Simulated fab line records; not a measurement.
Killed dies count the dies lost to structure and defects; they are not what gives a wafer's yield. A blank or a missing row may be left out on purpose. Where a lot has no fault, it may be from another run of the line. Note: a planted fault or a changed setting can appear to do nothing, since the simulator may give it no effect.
Chamber matching | flow sky130 | SKY_VIA2_ETCH_14 on rieDiel-04 has 4 sister chambers
The step etches BARC in N2/H2, stops on SiO2, time 45.9 s, target depth 60 nm. 4 wafers are shown with their chamber, then 6 later ones without.

== WAFERS, EACH WITH ITS CHAMBER ==
wafer  | chamber | drypumpMotorCurrentA (A)
L200.2 | 0       | 5.33
L212.3 | 1       | 5.15
L212.4 | 3       | 5.41
L212.5 | 2       | 5.84

== WAFERS WHOSE CHAMBER IS MISSING ==
wafer  | drypumpMotorCurrentA (A)
L215.1 | 5.78
L215.3 | 5.17
L215.5 | 5.44
L216.2 | 5.31
L216.3 | 5.46
L216.4 | 5.81

== EACH ONE'S CHAMBER ==
wafer  | from the rows above | in truth
L215.1 | 2                   | 2
L215.3 | 1                   | 1
L215.5 | 3                   | 3
L216.2 | 0                   | 0
L216.3 | 3                   | 3
L216.4 | 2                   | 2
Correct placement for 6 of the 6. From these rows, 0 cannot be placed. 0 placed wrongly.
How it was worked out, from the rows above alone: a wafer's distance from a chamber is the root of the sum, over the readings, of the square of ((its reading less the chamber's mean) divided by the reading's scatter). If the next closest chamber is less than 2 further off than the closest, the wafer can't be placed; otherwise it belongs to the closest. Each chamber's mean is taken over the wafers shown for it. The scatter: with one shown wafer a chamber, the root of the mean of the squares of how far each hidden wafer lies from its nearest shown one.
